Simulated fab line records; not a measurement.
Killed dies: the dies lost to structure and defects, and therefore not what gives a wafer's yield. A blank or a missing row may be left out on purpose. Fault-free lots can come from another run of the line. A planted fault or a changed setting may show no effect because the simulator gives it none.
fab line records	flow sky130
[record] lots = 6	wafers = 18	last-day = 50
route steps=708 shown LDD_P@263 LDD_HVN@267 LDD_HVP@278 PAD_OPEN@708
lots with no fault: from the same line, run without faults
start-h: start of the lot's first displayed wafer, in hours after the record's first day	wait-h: hours elapsed since this lot's preceding step	" the same as in the row above	L1.1+2: a single row standing in for several wafers	- no value, or no start given	* or withheld: withheld	< > ~ a bound
route shown NAME@n: a module of which the file shows steps, and the number in the route of the first	usual: mean/standard deviation of fault-free wafers	same: alike in all rows	chamber/n: place in a boat	sites: per-site readings	_std_site: their standard deviation	_edge_site: inner sites' mean taken away from outer sites' mean	radius-mm: for every site, how far away it sits from the centre of the wafer	mask NAME#n: copy n	behind: the last tool/chamber to shape the wafer	hold: why the lot was held/for how many hours/how that ended	device: names the non-switching transistor (n, p or np)	end of line: at the end of the route, the tests of the same wafers	where a step has no rows: the recipe by itself	killed: not the wafer's yield, but the dies lost to structure and defects at the first sort	map: shows each die of a wafer: x if killed, . if not, _ if none is there
set.NAME: the setting that was run; set.NAME@STEP: the one run at that earlier step	model.NAME: the simulator's own value behind a step, which no gauge read
lots seen at some steps along the route; tables by step, rows by wafer
services: a tool's chamber out of use, with start hour (start-h, from the record's first day; less than 0 if before it), hours out, and reason
[[steps]]
[step SKY_LDD_P_OVL_MEAS_08]
[usual] LDD_P_OVL = -0.3/1.3
lot.wafer	tool	chamber	start-h	wait-h	LDD_P_OVL[nm]
L771.1	overlay-01	-	462.12	0.1	-3.9
L771.3	"	-	"	"	-1.9
L771.6	"	-	"	"	-3.5
L779.2	overlay-02	-	522.08	0.1	0.6
L779.3	"	-	"	"	1.9
L779.6	"	-	"	"	-0.7
L781.1	overlay-01	-	546.77	0.1	-0.5
L781.4	"	-	"	"	0.3
L781.6	"	-	"	"	0.7
L785.1	overlay-01	-	575.98	0.1	-1.0
L785.2	"	-	"	"	-0.1
L785.5	"	-	"	"	-2.4
L786.1	overlay-02	-	585.57	0.1	1.2
L786.3	"	-	"	"	-0.2
L786.5	"	-	"	"	0.2
L790.1	overlay-01	-	624.18	0.1	-1.0
L790.3	"	-	"	"	-1.9
L790.6	"	-	"	"	-2.3
[step SKY_LDD_P_IMPLANT_09]
[recipe] species = BF2	energy-kev = 25	dose-cm2 = 1e+13	tilt-deg = withheld
[step SKY_LDD_P_STRIP_10]
[recipe] chemistry = O2/N2	power-w = 1400	pressure-mtorr = 1500	platen-temp-c = withheld	o2-flow-sccm = 3000	n2-flow-sccm = 300	overash-fraction = 0.5
[usual] drypump-motor-current-A = 5.5/0.45	oes-product-au = 0.715/0.0043	strip-time-to-endpoint-s = 14.18/0.036
lot.wafer	tool	chamber	start-h	wait-h	drypump-motor-current-A	oes-product-au	rf-hours-counter-h	strip-time-to-endpoint-s
L771.1	plasma-asher-01	0	462.31	0.1	6.1	0.714	3	14.17
L771.3	"	1	"	"	5.0	0.713	-	14.15
L771.6	"	0	"	"	6.1	0.714	-	14.17
L779.2	plasma-asher-02	1	522.26	0.1	5.7	0.714	83	14.15
L779.3	"	1	"	"	5.7	0.714	-	14.16
L779.6	"	1	"	"	5.7	0.717	-	14.21
L781.1	plasma-asher-01	0	546.95	0.1	6.1	0.710	10	14.27
L781.4	"	0	"	"	6.1	0.711	-	14.25
L781.6	"	0	"	"	6.1	0.709	-	14.24
L785.1	plasma-asher-01	0	576.17	0.1	6.1	0.721	13	14.20
L785.2	"	1	"	"	5.0	0.717	13	14.20
L785.5	"	0	"	"	6.1	0.711	-	14.21
L786.1	plasma-asher-04	1	585.75	0.1	5.8	0.721	78	14.16
L786.3	"	1	"	"	5.8	0.712	-	14.19
L786.5	"	0	"	"	5.1	0.722	-	14.12
L790.1	plasma-asher-02	1	624.37	0.1	5.7	0.709	92	14.23
L790.3	"	1	"	"	5.7	0.718	-	14.19
L790.6	"	1	"	"	5.7	0.706	-	14.18
[step SKY_LDD_P_TW_MEAS_11]
[usual] LDD_P_TW = 636/6.1
lot.wafer	tool	chamber	start-h	wait-h	LDD_P_TW
L771.1	film-metro-01	-	462.41	0.1	642
L771.3	"	-	"	"	645
L771.6	"	-	"	"	641
L779.2	film-metro-04	-	522.37	0.1	629
L779.3	"	-	"	"	628
L779.6	"	-	"	"	630
L781.1	film-metro-04	-	547.05	0.1	630
L781.4	"	-	"	"	623
L781.6	"	-	"	"	627
L785.1	film-metro-03	-	576.27	0.1	641
L785.2	"	-	"	"	639
L785.5	"	-	"	"	638
L786.1	film-metro-01	-	585.85	0.1	634
L786.3	"	-	"	"	633
L786.5	"	-	"	"	637
L790.1	film-metro-03	-	624.47	0.1	646
L790.3	"	-	"	"	645
L790.6	"	-	"	"	642
[step SKY_LDD_HVN_DEHYDRATE_00]
[recipe] temp-c = 200	time-s = 60
[step SKY_LDD_HVN_HMDS_01]
[recipe] prime-time-s = 60	prime-temp-c = 120
[step SKY_LDD_HVN_COAT_02]
[recipe] resist = NOVOLAK	spin-rpm = 3000	resist-thk-nm = 300
[step SKY_LDD_HVN_SOFTBAKE_03]
[recipe] temp-c = 90	time-s = 60	resist = NOVOLAK
[step SKY_LDD_HVN_EXPOSE_04]
[recipe] mask-id = HVNTM	na = 0.6	source-shape = conventional	sigma-outer = 0.6	polarization = unpolarized	target-cd-nm = 700	dose-mj = 127
[step SKY_LDD_HVN_PEB_05]
[recipe] temp-c = withheld	time-s = *	resist = NOVOLAK
[step SKY_LDD_HVN_DEVELOP_06]
[recipe] resist = NOVOLAK	developer = TMAH	develop-time-s = 60	dev-temp-c = 23
[step SKY_LDD_HVN_OVL_MEAS_07]
[usual] LDD_HVN_OVL = -1.0/1.7
lot.wafer	tool	chamber	start-h	wait-h	LDD_HVN_OVL[nm]
L771.1	overlay-01	-	492.41	0.1	2.2
L771.3	"	-	"	"	0.8
L771.6	"	-	"	"	-0.2
L779.2	overlay-01	-	552.78	0.1	2.8
L779.3	"	-	"	"	0.7
L779.6	"	-	"	"	1.0
L781.1	overlay-01	-	576.81	0.1	-2.5
L781.4	"	-	"	"	-1.3
L781.6	"	-	"	"	-0.3
L785.1	overlay-02	-	605.15	0.1	-1.5
L785.2	"	-	"	"	-1.7
L785.5	"	-	"	"	-1.3
L786.1	overlay-02	-	614.85	0.1	-1.0
L786.3	"	-	"	"	-0.6
L786.5	"	-	"	"	-0.1
L790.1	overlay-02	-	653.45	0.1	-3.5
L790.3	"	-	"	"	-3.9
L790.6	"	-	"	"	-3.4
[step SKY_LDD_HVN_IMPLANT_08]
[recipe] species = P	energy-kev = 60	dose-cm2 = 3e+13	tilt-deg = 40
[usual] beam-on-s = 10.01/0.21	dose-ions-cm2 = 3.001e+13/3.4e+10	end-station-pressure-torr = 5.11e-06/2.5e-07	faraday-current-uA = 169/3.5
lot.wafer	tool	chamber	start-h	wait-h	beam-on-s	dose-ions-cm2	end-station-pressure-torr	faraday-current-uA
L771.1	implanter-01	0	492.45	0.0	9.70	2.996e+13	4.95e-06	174
L771.3	"	0	"	"	9.66	3.003e+13	5.65e-06	175
L771.6	"	0	"	"	10.16	3.004e+13	4.68e-06	166
L779.2	implanter-04	0	552.83	0.0	10.09	2.998e+13	4.68e-06	168
L779.3	"	0	"	"	10.11	2.999e+13	4.97e-06	169
L779.6	"	0	"	"	9.94	3.001e+13	5.28e-06	169
L781.1	implanter-03	0	576.85	0.0	9.86	2.998e+13	4.63e-06	172
L781.4	"	0	"	"	9.75	2.998e+13	4.82e-06	173
L781.6	"	0	"	"	9.96	3e+13	5.18e-06	170
L785.1	implanter-04	0	605.19	0.0	12.64	3.0844e+14	5.55e-06	1373
L785.2	"	0	"	"	12.52	3.0844e+14	5.88e-06	1390
L785.5	"	0	"	"	13.03	3.0843e+14	6.06e-06	1331
L786.1	implanter-04	0	614.89	0.0	13.06	3.0844e+14	5.7e-06	1323
L786.3	"	0	"	"	12.35	3.0844e+14	6.42e-06	1408
L786.5	"	0	"	"	12.59	3.0842e+14	5.69e-06	1382
L790.1	implanter-01	0	653.49	0.0	10.16	3.001e+13	4.67e-06	168
L790.3	"	0	"	"	10.08	3.002e+13	5.01e-06	168
L790.6	"	0	"	"	10.16	3.005e+13	4.84e-06	166
[step SKY_LDD_HVN_STRIP_09]
[recipe] chemistry = O2/N2	power-w = 1400	pressure-mtorr = 1500	platen-temp-c = withheld	o2-flow-sccm = 3000	n2-flow-sccm = 300	overash-fraction = 0.5
[usual] drypump-motor-current-A = 5.4/0.41	oes-product-au = 0.409/0.0044	strip-time-to-endpoint-s = 4.132/0.014
lot.wafer	tool	chamber	start-h	wait-h	drypump-motor-current-A	oes-product-au	rf-hours-counter-h	strip-time-to-endpoint-s
L771.1	plasma-asher-02	0	492.60	0.1	5.0	0.409	80	4.112
L771.3	"	1	"	"	5.7	0.404	-	4.108
L771.6	"	0	"	"	5.0	0.405	-	4.108
L779.2	plasma-asher-03	0	552.96	0.1	5.3	0.416	42	4.122
L779.3	"	0	"	"	5.3	0.414	-	4.127
L779.6	"	0	"	"	5.3	0.407	-	4.136
L781.1	plasma-asher-01	1	577.00	0.1	5.0	0.414	13	4.133
L781.4	"	0	"	"	6.1	0.419	-	4.140
L781.6	"	1	"	"	5.0	0.406	-	4.129
L785.1	plasma-asher-03	0	605.34	0.1	5.3	0.407	47	4.143
L785.2	"	1	"	"	5.2	0.400	47	4.134
L785.5	"	0	"	"	5.3	0.418	-	4.124
L786.1	plasma-asher-01	1	615.04	0.1	5.0	0.406	16	4.124
L786.3	"	1	"	"	5.0	0.407	-	4.147
L786.5	"	1	"	"	5.0	0.406	-	4.150
L790.1	plasma-asher-03	0	653.64	0.1	5.3	0.405	52	4.135
L790.3	"	1	"	"	5.2	0.410	-	4.133
L790.6	"	0	"	"	5.3	0.416	-	4.135
[step SKY_LDD_HVN_TW_MEAS_10]
[usual] LDD_HVN_TW = 1438/8.8
lot.wafer	tool	chamber	start-h	wait-h	LDD_HVN_TW
L771.1	film-metro-03	-	492.70	0.1	1439
L771.3	"	-	"	"	1447
L771.6	"	-	"	"	1441
L779.2	film-metro-03	-	553.07	0.1	1456
L779.3	"	-	"	"	1454
L779.6	"	-	"	"	1456
L781.1	film-metro-03	-	577.10	0.1	1452
L781.4	"	-	"	"	1449
L781.6	"	-	"	"	1451
L785.1	film-metro-01	-	605.44	0.1	2935
L785.2	"	-	"	"	2931
L785.5	"	-	"	"	2924
L786.1	film-metro-02	-	615.14	0.1	2926
L786.3	"	-	"	"	2936
L786.5	"	-	"	"	2924
L790.1	film-metro-02	-	653.74	0.1	1438
L790.3	"	-	"	"	1439
L790.6	"	-	"	"	1439
[step SKY_LDD_HVP_DEHYDRATE_00]
[recipe] temp-c = 200	time-s = 60
[step SKY_PAD_OPEN_PROBE_99]
[usual] killed_at_M0_to_M3 = 43/6.6	killed_at_M4_up = 2.9/1.6	killed-at-contacts = 24/4.9	killed-at-front-end = 15/4.5	killed-at-other = 0.2/0.45	killed-dies = 86/8.8	killed-open = 48/6.4	killed-short = 38/5.6
[same] gross-dies = 492	killed-at-back-side = 0
lot.wafer	tool	chamber	start-h	wait-h	killed_at_M0_to_M3	killed_at_M4_up	killed-at-contacts	killed-at-front-end	killed-at-other	killed-dies	killed-open	killed-short	model.etest.tip_n_5v.rs-ohm-sq	model.etest.nfet-g5v0d10v5.r-on-ohm-um	model.etest.nfet-g5v0d10v5.drive-ua-um	model.etest.nfet_05v0_nvt.drive-ua-um	model.etest.tip_n_5v.rs-ohm-sq-range	model.etest.res-ndiff-hv.rs-ohm-sq	model.etest.nfet_16v.drive-ua-um	model.etest.ring_5v.delay-ps
L771.1	prober-01	-	1097.07	0.1	34	3	30	12	0	79	48	31	1387	1918	593.6	562.3	20.67	114.2	215.6	44.61
L771.3	prober-01	-	1097.17	0.2	44	2	28	13	0	87	44	43	1378	1878	606.7	579.1	27.08	113.5	220.9	44.16
L771.6	prober-01	-	1097.32	0.2	38	3	18	13	0	72	40	32	1382	1896	601.6	570.9	45.51	114	219.4	44.52
L779.2	prober-02	-	1140.08	0.1	45	6	15	17	0	83	45	38	1395	1863	618.3	590	21.55	112.7	225.8	44.41
L779.3	prober-02	-	1140.13	0.2	51	6	23	7	1	88	45	43	1406	1834	622.3	590.8	33.32	113.4	227	43.73
L779.6	prober-02	-	1140.28	0.2	38	2	29	13	0	82	46	36	1396	1849	630.7	597.3	11.81	112.7	230.4	43.83
L781.1	prober-01	-	1153.32	0.1	40	4	25	15	0	84	48	36	1426	1904	595.2	571.6	15.95	115.8	218	44.9
L781.4	prober-01	-	1153.47	0.2	53	3	16	22	1	95	62	33	1418	1897	601.5	570.8	30.1	115.6	222.8	44.45
L781.6	prober-01	-	1153.57	0.2	38	3	25	19	0	85	43	42	1432	1916	587.8	567.9	33.79	115.2	216.9	45.1
L785.1	prober-02	-	1172.12	0.1	41	5	37	9	0	92	51	41	233.1	1488	678.6	601.3	7.509	97.3	223.6	42.74
L785.2	prober-02	-	1172.17	0.1	52	1	30	14	0	97	55	42	232.8	1474	689.1	605.3	4.928	97.83	222.7	42.1
L785.5	prober-02	-	1172.32	0.2	43	2	30	18	0	93	48	45	234.1	1480	680.5	604.1	6.983	97.86	217.8	42.21
L786.1	prober-01	-	1178.68	0.1	41	5	28	15	1	90	49	41	233.5	1476	695.1	612.9	4.305	97.37	228.7	41.9
L786.3	prober-01	-	1178.78	0.2	35	2	24	11	0	72	35	37	233.9	1491	698.5	607.5	6.196	98.22	227.4	42.08
L786.5	prober-01	-	1178.88	0.2	49	0	23	21	0	93	54	39	230.8	1488	686.1	613	3.66	97.8	225.8	42.71
L790.1	prober-01	-	1202.84	0.1	39	1	27	13	0	80	45	35	1384	1887	606.5	577.6	25.65	115.7	221.2	44.67
L790.3	prober-01	-	1202.94	0.2	53	1	24	14	1	93	53	40	1374	1864	609.3	579.5	31.3	115	220.6	43.81
L790.6	prober-01	-	1203.09	0.2	55	0	30	11	0	96	55	41	1382	1867	603.3	576.6	16.31	115.1	220.2	44.53
// killed by level:class
L771.1 LI_CONTACT:geometric-particle:open=10 CONTACT:geometric-particle:open=9 VIA3:geometric-particle:open=8 VIA1:geometric-particle:open=6 VIA2:geometric-particle:short=5 CONTACT:geometric-particle:short=4 FIELD_ISO:geometric-particle:short=3 POLY_GATE:geometric-particle:open=3
L771.3 CONTACT:geometric-particle:open=13 VIA1:geometric-particle:open=11 LOCAL_INTERCONNECT:geometric-particle:short=7 METAL1:geometric-particle:short=6 METAL2:geometric-particle:short=6 VIA2:geometric-particle:open=6 FIELD_ISO:geometric-particle:short=5 VIA3:geometric-particle:open=5
L771.6 VIA1:geometric-particle:open=11 CONTACT:geometric-particle:open=8 VIA1:geometric-particle:short=5 METAL2:geometric-particle:short=5 FIELD_ISO:geometric-particle:open=4 FIELD_ISO:geometric-particle:short=3 LI_CONTACT:geometric-particle:open=3 LOCAL_INTERCONNECT:geometric-particle:open=3
L779.2 VIA1:geometric-particle:open=11 VIA2:geometric-particle:open=8 FIELD_ISO:geometric-particle:short=6 LI_CONTACT:geometric-particle:open=6 VIA3:geometric-particle:open=6 METAL2:geometric-particle:short=5 VIA3:geometric-particle:short=5 FIELD_ISO:geometric-particle:open=4
L779.3 VIA1:geometric-particle:open=13 VIA3:geometric-particle:open=9 CONTACT:geometric-particle:open=8 LI_CONTACT:geometric-particle:open=6 CONTACT:geometric-particle:short=6 METAL1:geometric-particle:short=5 METAL2:geometric-particle:short=5 VIA1:geometric-particle:short=4
L779.6 LI_CONTACT:geometric-particle:open=10 CONTACT:geometric-particle:open=10 VIA1:geometric-particle:open=8 FIELD_ISO:geometric-particle:short=7 VIA3:geometric-particle:open=6 METAL1:geometric-particle:short=5 VIA1:geometric-particle:short=5 LI_CONTACT:geometric-particle:short=4
L781.1 VIA3:geometric-particle:open=9 CONTACT:geometric-particle:open=7 VIA1:geometric-particle:open=7 VIA2:geometric-particle:open=7 FIELD_ISO:geometric-particle:short=5 LI_CONTACT:geometric-particle:open=5 VIA1:geometric-particle:short=5 FIELD_ISO:geometric-particle:open=4
L781.4 VIA1:geometric-particle:open=14 VIA3:geometric-particle:open=9 VIA2:geometric-particle:open=9 POLY_GATE:geometric-particle:short=6 FIELD_ISO:geometric-particle:open=6 CONTACT:geometric-particle:open=6 METAL3:geometric-particle:short=5 POLY_GATE:geometric-particle:open=4
L781.6 VIA1:geometric-particle:open=8 POLY_GATE:geometric-particle:open=7 CONTACT:geometric-particle:open=7 VIA2:geometric-particle:open=7 METAL3:geometric-particle:short=7 LI_CONTACT:geometric-particle:open=6 LI_CONTACT:geometric-particle:short=5 FIELD_ISO:geometric-particle:short=4
L785.1 LI_CONTACT:geometric-particle:open=9 LI_CONTACT:geometric-particle:short=9 CONTACT:geometric-particle:open=9 VIA2:geometric-particle:open=9 VIA1:geometric-particle:open=7 VIA3:geometric-particle:open=7 METAL1:geometric-particle:short=6 CONTACT:geometric-particle:short=6
L785.2 CONTACT:geometric-particle:open=12 VIA3:geometric-particle:open=11 VIA1:geometric-particle:open=9 LI_CONTACT:geometric-particle:open=7 VIA2:geometric-particle:open=7 CONTACT:geometric-particle:short=6 METAL1:geometric-particle:short=6 POLY_GATE:geometric-particle:short=4
L785.5 CONTACT:geometric-particle:open=8 VIA1:geometric-particle:open=8 VIA3:geometric-particle:open=8 CONTACT:geometric-particle:short=7 VIA2:geometric-particle:open=7 LI_CONTACT:geometric-particle:open=6 METAL2:geometric-particle:short=6 FIELD_ISO:geometric-particle:short=5
L786.1 CONTACT:geometric-particle:open=11 LI_CONTACT:geometric-particle:open=7 VIA1:geometric-particle:short=7 METAL2:geometric-particle:short=7 VIA1:geometric-particle:open=6 VIA3:geometric-particle:open=6 POLY_GATE:geometric-particle:open=5 CONTACT:geometric-particle:short=5
L786.3 LI_CONTACT:geometric-particle:open=9 VIA1:geometric-particle:open=7 VIA1:geometric-particle:short=6 CONTACT:geometric-particle:short=5 METAL3:geometric-particle:short=5 POLY_GATE:geometric-particle:short=4 CONTACT:geometric-particle:open=4 POLY_GATE:geometric-particle:open=3
L786.5 VIA1:geometric-particle:open=17 VIA3:geometric-particle:open=11 CONTACT:geometric-particle:open=7 POLY_GATE:geometric-particle:short=5 POLY_GATE:geometric-particle:open=5 VIA1:geometric-particle:short=5 CONTACT:geometric-particle:short=5 FIELD_ISO:geometric-particle:open=4
L790.1 VIA1:geometric-particle:open=14 CONTACT:geometric-particle:open=8 LI_CONTACT:geometric-particle:open=7 FIELD_ISO:geometric-particle:short=6 METAL1:geometric-particle:short=6 CONTACT:geometric-particle:short=5 VIA1:geometric-particle:short=4 FIELD_ISO:geometric-particle:open=3
L790.3 VIA1:geometric-particle:open=16 CONTACT:geometric-particle:open=8 FIELD_ISO:geometric-particle:short=6 VIA2:geometric-particle:short=6 LOCAL_INTERCONNECT:geometric-particle:short=6 VIA3:geometric-particle:open=6 VIA2:geometric-particle:open=6 CONTACT:geometric-particle:short=4
L790.6 CONTACT:geometric-particle:open=11 VIA1:geometric-particle:open=11 VIA2:geometric-particle:open=10 METAL2:geometric-particle:short=8 VIA3:geometric-particle:open=8 LI_CONTACT:geometric-particle:open=6 METAL1:geometric-particle:short=6 LOCAL_INTERCONNECT:geometric-particle:short=5
[[services]]
tool	chamber	start-h	hours	kind
implanter-03	-	454.57	7.4	pm
implanter-04	-	468.90	1.4	repair
plasma-asher-01	-	470.70	3.5	repair
implanter-04	-	478.98	0.8	repair
plasma-asher-02	-	481.67	1.0	repair
plasma-asher-03	-	482.86	15.6	pm
implanter-01	-	488.93	2.3	repair
plasma-asher-02	-	494.16	0.9	repair
plasma-asher-01	-	494.59	1.1	repair
plasma-asher-01	-	504.35	7.3	repair
plasma-asher-03	-	505.02	1.6	repair
plasma-asher-01	-	524.93	8.2	repair
plasma-asher-02	-	541.47	2.7	repair
plasma-asher-02	-	582.64	4.0	repair
plasma-asher-03	-	592.60	2.2	repair
plasma-asher-01	-	598.70	2.8	pm
plasma-asher-02	-	604.09	14.6	pm
implanter-04	-	613.84	1.0	repair
implanter-03	-	634.95	69.3	pm
[[key]]
[first-sign] step = SKY_LDD_HVN_IMPLANT_08	reading = dose-ions-cm2	direction = up	sigmas = 99+	usual = *	struck = *
[effect] step = SKY_LDD_HVN_IMPLANT_08	reading = faraday-current-uA	direction = up	sigmas = 99+	usual = 169	struck = 1368
[effect] step = SKY_LDD_HVN_TW_MEAS_10	reading = LDD_HVN_TW	direction = up	sigmas = 99+	usual = 1438	struck = 2929
[model-effect] step = SKY_PAD_OPEN_PROBE_99	value = etest.tip_n_5v.rs-ohm-sq	without = 1389	struck = 233
met-at SKY_LDD_HVN_IMPLANT_08
struck-wafers L785.1,L785.2,L785.5,L786.1,L786.3,L786.5
tester-left-out L785,L786
onset-between 552.83 605.19
[fault] kind = process-parameter-drift	tool = implanter-04	chamber = -	onset-h = 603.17	steps = SKY_LDD_HVN_IMPLANT_08	channel = dose-cm2	offset = *	shape = step	end-h = 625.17	acts-in = *	stated = *
// tester-left-out: of these lots the tester's yield and bins aren't shown, on N5 and GAA mostly nor the transistor test; their killed dies are dies lost to structure and defects alone, not to doping, threshold or leakage, so they don't give the yield
